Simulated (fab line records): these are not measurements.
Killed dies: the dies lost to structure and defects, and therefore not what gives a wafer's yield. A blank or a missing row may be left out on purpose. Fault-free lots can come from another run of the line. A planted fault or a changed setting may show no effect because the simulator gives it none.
What tool caused it? / flow gf180mcu / 15 lots with 45 wafers sampled at 4 steps, on a route of 602 steps

## WHAT THE GAUGES READ, wafer by wafer
No reading from a measuring or inspecting step in the record can be judged against a usual standard deviation.

## WHICH TOOL RAN EACH LOT (tool, then ch and the chambers of the sampled wafers, then the start)
lot=L877; GF_V1_CMP_04=cmp-01 ch 0,1, day 16 23:15; GF_V1_ETCH_16=rie-diel-04 ch 1,2, day 17 22:14; GF_M2_SPUTTER_00=pvd-sputter-01, day 17 23:36; GF_M2_SPUTTER_03=pvd-sputter-01, day 17 23:46
lot=L880; GF_V1_CMP_04=cmp-02 ch 0,1,3, day 18 00:23; GF_V1_ETCH_16=rie-diel-03 ch 0,1,2, day 19 00:45; GF_M2_SPUTTER_00=pvd-sputter-02, day 19 02:08; GF_M2_SPUTTER_03=pvd-sputter-02, day 19 02:17
lot=L881; GF_V1_CMP_04=cmp-01 ch 0,1,3, day 18 16:11; GF_V1_ETCH_16=rie-diel-02 ch 0,2,3, day 19 16:54; GF_M2_SPUTTER_00=pvd-sputter-01, day 19 18:16; GF_M2_SPUTTER_03=pvd-sputter-01, day 19 18:25
lot=L883; GF_V1_CMP_04=cmp-01 ch 0,2, day 19 11:47; GF_V1_ETCH_16=rie-diel-02 ch 2,3, day 20 11:57; GF_M2_SPUTTER_00=pvd-sputter-03, day 20 13:18; GF_M2_SPUTTER_03=pvd-sputter-03, day 20 13:28
lot=L884; GF_V1_CMP_04=cmp-02 ch 1,3, day 19 21:55; GF_V1_ETCH_16=rie-diel-02 ch 0,1, day 20 22:23; GF_M2_SPUTTER_00=pvd-sputter-03, day 20 23:47; GF_M2_SPUTTER_03=pvd-sputter-03, day 20 23:56
lot=L885; GF_V1_CMP_04=cmp-01 ch 0,2,3, day 20 19:04; GF_V1_ETCH_16=rie-diel-04 ch 0,2,3, day 21 19:20; GF_M2_SPUTTER_00=pvd-sputter-03, day 21 20:42; GF_M2_SPUTTER_03=pvd-sputter-03, day 21 20:52
lot=L886; GF_V1_CMP_04=cmp-02 ch 0,1,2, day 21 01:33; GF_V1_ETCH_16=rie-diel-02 ch 0,1,3, day 22 01:38; GF_M2_SPUTTER_00=pvd-sputter-03, day 22 03:00; GF_M2_SPUTTER_03=pvd-sputter-03, day 22 03:10
lot=L887; GF_V1_CMP_04=cmp-02 ch 0,3, day 21 02:12; GF_V1_ETCH_16=rie-diel-04 ch 1,2,3, day 22 02:35; GF_M2_SPUTTER_00=pvd-sputter-02, day 22 03:57; GF_M2_SPUTTER_03=pvd-sputter-02, day 22 04:07
lot=L888; GF_V1_CMP_04=cmp-02 ch 0,1, day 21 19:49; GF_V1_ETCH_16=rie-diel-03 ch 0,3, day 22 19:29; GF_M2_SPUTTER_00=pvd-sputter-03, day 22 20:52; GF_M2_SPUTTER_03=pvd-sputter-03, day 22 21:02
lot=L893; GF_V1_CMP_04=cmp-01 ch 0,1,3, day 23 06:00; GF_V1_ETCH_16=rie-diel-04 ch 1,2,3, day 24 05:08; GF_M2_SPUTTER_00=pvd-sputter-03, day 24 06:59; GF_M2_SPUTTER_03=pvd-sputter-03, day 24 07:09
lot=L894; GF_V1_CMP_04=cmp-01 ch 1,2, day 23 14:42; GF_V1_ETCH_16=rie-diel-03 ch 0,1,2, day 24 14:11; GF_M2_SPUTTER_00=pvd-sputter-01, day 24 16:42; GF_M2_SPUTTER_03=pvd-sputter-01, day 24 16:52
lot=L895; GF_V1_CMP_04=cmp-01 ch 2,3, day 23 23:36; GF_V1_ETCH_16=rie-diel-04 ch 1,2,3, day 24 21:50; GF_M2_SPUTTER_00=pvd-sputter-03, day 24 23:12; GF_M2_SPUTTER_03=pvd-sputter-03, day 24 23:22
lot=L897; GF_V1_CMP_04=cmp-01 ch 1,2,3, day 24 08:34; GF_V1_ETCH_16=rie-diel-04 ch 0,2,3, day 25 07:14; GF_M2_SPUTTER_00=pvd-sputter-03, day 25 08:36; GF_M2_SPUTTER_03=pvd-sputter-03, day 25 08:46
lot=L898; GF_V1_CMP_04=cmp-01 ch 0,2,3, day 24 18:04; GF_V1_ETCH_16=rie-diel-04 ch 0,1,2, day 25 15:35; GF_M2_SPUTTER_00=pvd-sputter-03, day 25 17:04; GF_M2_SPUTTER_03=pvd-sputter-03, day 25 17:14
lot=L900; GF_V1_CMP_04=cmp-02 ch 1,2,3, day 25 04:23; GF_V1_ETCH_16=rie-diel-04 ch 1,2,3, day 26 01:50; GF_M2_SPUTTER_00=pvd-sputter-02, day 26 03:32; GF_M2_SPUTTER_03=pvd-sputter-02, day 26 03:42
- GF_V1_CMP_04: polishes SiO2.
- GF_V1_ETCH_16: etches BARC in N2/H2.
- GF_M2_SPUTTER_00: material Ti, target thk 37.5 nm, time 150 s.
- GF_M2_SPUTTER_03: material Ti, target thk 10 nm, time 6.7 s.

## AS READ BY THE TOOLS THEMSELVES (means over the sampled wafers that have a number; for cases with no such wafer, the mark the record gives instead)
GF_V1_CMP_04. Usual: motor-current-A 12.2 A, standard deviation 1.1; time-to-endpoint-s 81 s, standard deviation 7.
lot=L877; tool=cmp-01; motor-current-A (A)=11.9; time-to-endpoint-s (s)=81; flag=
lot=L880; tool=cmp-02; motor-current-A (A)=12.5; time-to-endpoint-s (s)=74; flag=
lot=L881; tool=cmp-01; motor-current-A (A)=12.3; time-to-endpoint-s (s)=87; flag=
lot=L883; tool=cmp-01; motor-current-A (A)=12.6; time-to-endpoint-s (s)=86; flag=
lot=L884; tool=cmp-02; motor-current-A (A)=13.5; time-to-endpoint-s (s)=77; flag=
lot=L885; tool=cmp-01; motor-current-A (A)=12.3; time-to-endpoint-s (s)=81; flag=
lot=L886; tool=cmp-02; motor-current-A (A)=12.1; time-to-endpoint-s (s)=81; flag=
lot=L887; tool=cmp-02; motor-current-A (A)=11.3; time-to-endpoint-s (s)=79; flag=
lot=L888; tool=cmp-02; motor-current-A (A)=12.0; time-to-endpoint-s (s)=83; flag=
lot=L893; tool=cmp-01; motor-current-A (A)=12.5; time-to-endpoint-s (s)=86; flag=
lot=L894; tool=cmp-01; motor-current-A (A)=12.7; time-to-endpoint-s (s)=89; flag=
lot=L895; tool=cmp-01; motor-current-A (A)=12.8; time-to-endpoint-s (s)=93; flag=
lot=L897; tool=cmp-01; motor-current-A (A)=12.8; time-to-endpoint-s (s)=86; flag=
lot=L898; tool=cmp-01; motor-current-A (A)=12.3; time-to-endpoint-s (s)=88; flag=
lot=L900; tool=cmp-02; motor-current-A (A)=12.4; time-to-endpoint-s (s)=77; flag=

GF_V1_ETCH_16. Usual: drypump-motor-current-A 5.9 A, standard deviation 0.53; oes-product-au 0.855 a.u., standard deviation 0.005; throttle-valve-pct 13.224 %, standard deviation 0.0084.
lot=L877; tool=rie-diel-04; drypump-motor-current-A (A)=6.5; oes-product-au (a.u.)=0.849; throttle-valve-pct (%)=13.217; flag=
lot=L880; tool=rie-diel-03; drypump-motor-current-A (A)=5.7; oes-product-au (a.u.)=0.852; throttle-valve-pct (%)=13.232; flag=
lot=L881; tool=rie-diel-02; drypump-motor-current-A (A)=5.6; oes-product-au (a.u.)=0.852; throttle-valve-pct (%)=13.220; flag=
lot=L883; tool=rie-diel-02; drypump-motor-current-A (A)=5.7; oes-product-au (a.u.)=0.854; throttle-valve-pct (%)=13.229; flag=
lot=L884; tool=rie-diel-02; drypump-motor-current-A (A)=4.9; oes-product-au (a.u.)=0.859; throttle-valve-pct (%)=13.225; flag=
lot=L885; tool=rie-diel-04; drypump-motor-current-A (A)=6.1; oes-product-au (a.u.)=0.861; throttle-valve-pct (%)=13.220; flag=
lot=L886; tool=rie-diel-02; drypump-motor-current-A (A)=5.1; oes-product-au (a.u.)=0.856; throttle-valve-pct (%)=13.234; flag=
lot=L887; tool=rie-diel-04; drypump-motor-current-A (A)=6.3; oes-product-au (a.u.)=0.860; throttle-valve-pct (%)=13.219; flag=
lot=L888; tool=rie-diel-03; drypump-motor-current-A (A)=6.2; oes-product-au (a.u.)=0.858; throttle-valve-pct (%)=13.214; flag=
lot=L893; tool=rie-diel-04; drypump-motor-current-A (A)=6.2; oes-product-au (a.u.)=0.853; throttle-valve-pct (%)=13.224; flag=
lot=L894; tool=rie-diel-03; drypump-motor-current-A (A)=5.7; oes-product-au (a.u.)=0.855; throttle-valve-pct (%)=13.229; flag=
lot=L895; tool=rie-diel-04; drypump-motor-current-A (A)=6.2; oes-product-au (a.u.)=0.854; throttle-valve-pct (%)=13.226; flag=
lot=L897; tool=rie-diel-04; drypump-motor-current-A (A)=6.1; oes-product-au (a.u.)=0.859; throttle-valve-pct (%)=13.230; flag=
lot=L898; tool=rie-diel-04; drypump-motor-current-A (A)=6.1; oes-product-au (a.u.)=0.857; throttle-valve-pct (%)=13.224; flag=
lot=L900; tool=rie-diel-04; drypump-motor-current-A (A)=6.2; oes-product-au (a.u.)=0.861; throttle-valve-pct (%)=13.227; flag=

GF_M2_SPUTTER_00. Usual: cathode-dc-power-W 4000.0 W, standard deviation 0.69; chamber-pressure-pa 2.000 Pa, standard deviation 0.0034; throttle-valve-pct 29.8 %, standard deviation 1.1.
lot=L877; tool=pvd-sputter-01; cathode-dc-power-W (W)=4000.0; chamber-pressure-pa (Pa)=2.001; throttle-valve-pct (%)=29.8; flag=
lot=L880; tool=pvd-sputter-02; cathode-dc-power-W (W)=4000.4; chamber-pressure-pa (Pa)=2.001; throttle-valve-pct (%)=30.5; flag=
lot=L881; tool=pvd-sputter-01; cathode-dc-power-W (W)=3999.6; chamber-pressure-pa (Pa)=1.998; throttle-valve-pct (%)=29.6; flag=
lot=L883; tool=pvd-sputter-03; cathode-dc-power-W (W)=4000.4; chamber-pressure-pa (Pa)=2.001; throttle-valve-pct (%)=29.9; flag=
lot=L884; tool=pvd-sputter-03; cathode-dc-power-W (W)=3999.3; chamber-pressure-pa (Pa)=2.000; throttle-valve-pct (%)=29.7; flag=
lot=L885; tool=pvd-sputter-03; cathode-dc-power-W (W)=4000.5; chamber-pressure-pa (Pa)=2.001; throttle-valve-pct (%)=29.8; flag=
lot=L886; tool=pvd-sputter-03; cathode-dc-power-W (W)=4000.0; chamber-pressure-pa (Pa)=1.999; throttle-valve-pct (%)=29.2; flag=
lot=L887; tool=pvd-sputter-02; cathode-dc-power-W (W)=4000.4; chamber-pressure-pa (Pa)=1.994; throttle-valve-pct (%)=31.1; flag=
lot=L888; tool=pvd-sputter-03; cathode-dc-power-W (W)=3999.6; chamber-pressure-pa (Pa)=1.999; throttle-valve-pct (%)=29.1; flag=
lot=L893; tool=pvd-sputter-03; cathode-dc-power-W (W)=4001.0; chamber-pressure-pa (Pa)=2.002; throttle-valve-pct (%)=29.1; flag=
lot=L894; tool=pvd-sputter-01; cathode-dc-power-W (W)=4000.2; chamber-pressure-pa (Pa)=2.001; throttle-valve-pct (%)=29.5; flag=
lot=L895; tool=pvd-sputter-03; cathode-dc-power-W (W)=4000.7; chamber-pressure-pa (Pa)=2.000; throttle-valve-pct (%)=30.5; flag=
lot=L897; tool=pvd-sputter-03; cathode-dc-power-W (W)=4000.3; chamber-pressure-pa (Pa)=1.997; throttle-valve-pct (%)=29.7; flag=
lot=L898; tool=pvd-sputter-03; cathode-dc-power-W (W)=4000.4; chamber-pressure-pa (Pa)=2.000; throttle-valve-pct (%)=28.6; flag=
lot=L900; tool=pvd-sputter-02; cathode-dc-power-W (W)=3999.7; chamber-pressure-pa (Pa)=2.003; throttle-valve-pct (%)=30.2; flag=

GF_M2_SPUTTER_03. Usual: cathode-dc-power-W 3000.0 W, standard deviation 0.55; chamber-pressure-pa 0.2998 Pa, standard deviation 0.00058; throttle-valve-pct 29.8 %, standard deviation 1.1.
lot=L877; tool=pvd-sputter-01; cathode-dc-power-W (W)=2999.8; chamber-pressure-pa (Pa)=0.3003; throttle-valve-pct (%)=29.6; flag=
lot=L880; tool=pvd-sputter-02; cathode-dc-power-W (W)=2999.9; chamber-pressure-pa (Pa)=0.2994; throttle-valve-pct (%)=30.6; flag=
lot=L881; tool=pvd-sputter-01; cathode-dc-power-W (W)=3000.2; chamber-pressure-pa (Pa)=0.2994; throttle-valve-pct (%)=29.5; flag=
lot=L883; tool=pvd-sputter-03; cathode-dc-power-W (W)=3000.3; chamber-pressure-pa (Pa)=0.3001; throttle-valve-pct (%)=29.9; flag=
lot=L884; tool=pvd-sputter-03; cathode-dc-power-W (W)=-; chamber-pressure-pa (Pa)=-; throttle-valve-pct (%)=-; flag=OFF
lot=L885; tool=pvd-sputter-03; cathode-dc-power-W (W)=-; chamber-pressure-pa (Pa)=-; throttle-valve-pct (%)=-; flag=OFF
lot=L886; tool=pvd-sputter-03; cathode-dc-power-W (W)=-; chamber-pressure-pa (Pa)=-; throttle-valve-pct (%)=-; flag=OFF
lot=L887; tool=pvd-sputter-02; cathode-dc-power-W (W)=3000.2; chamber-pressure-pa (Pa)=0.2999; throttle-valve-pct (%)=31.1; flag=
lot=L888; tool=pvd-sputter-03; cathode-dc-power-W (W)=2999.8; chamber-pressure-pa (Pa)=0.2998; throttle-valve-pct (%)=29.3; flag=
lot=L893; tool=pvd-sputter-03; cathode-dc-power-W (W)=3000.7; chamber-pressure-pa (Pa)=0.3002; throttle-valve-pct (%)=29.1; flag=
lot=L894; tool=pvd-sputter-01; cathode-dc-power-W (W)=2999.7; chamber-pressure-pa (Pa)=0.2997; throttle-valve-pct (%)=29.5; flag=
lot=L895; tool=pvd-sputter-03; cathode-dc-power-W (W)=2999.9; chamber-pressure-pa (Pa)=0.3000; throttle-valve-pct (%)=30.4; flag=
lot=L897; tool=pvd-sputter-03; cathode-dc-power-W (W)=3000.7; chamber-pressure-pa (Pa)=0.2998; throttle-valve-pct (%)=29.7; flag=
lot=L898; tool=pvd-sputter-03; cathode-dc-power-W (W)=2999.9; chamber-pressure-pa (Pa)=0.3006; throttle-valve-pct (%)=28.5; flag=
lot=L900; tool=pvd-sputter-02; cathode-dc-power-W (W)=2999.6; chamber-pressure-pa (Pa)=0.2998; throttle-valve-pct (%)=30.0; flag=

## THE ANSWER, worked out from the rows above alone
Rule: lot off if the mean of its wafers having a number is beyond 3 standard deviations from the usual mean. A lot without any number at a reading at which 4 lots or more have one is off too. Where the step has rows for the other lots, those lots are counted as sound. Order of review: gauges by route order, followed by the tools' own readings, for which a lot's mean as printed above is used. The first step at which some lot is off is used, and at that step the reading that is off furthest; a lot without a number counts as furthest.
Off: L884, L885, L886, at GF_M2_SPUTTER_03 (cathode-dc-power-W). Without a number there: L884, L885, L886.
If a tool, at that step or one of the process steps before it, ran each lot that is off and ran no sound lot following the first of them, it fits. Of those tried, none fits.

## WHAT THE SIMULATOR HAD INSERTED
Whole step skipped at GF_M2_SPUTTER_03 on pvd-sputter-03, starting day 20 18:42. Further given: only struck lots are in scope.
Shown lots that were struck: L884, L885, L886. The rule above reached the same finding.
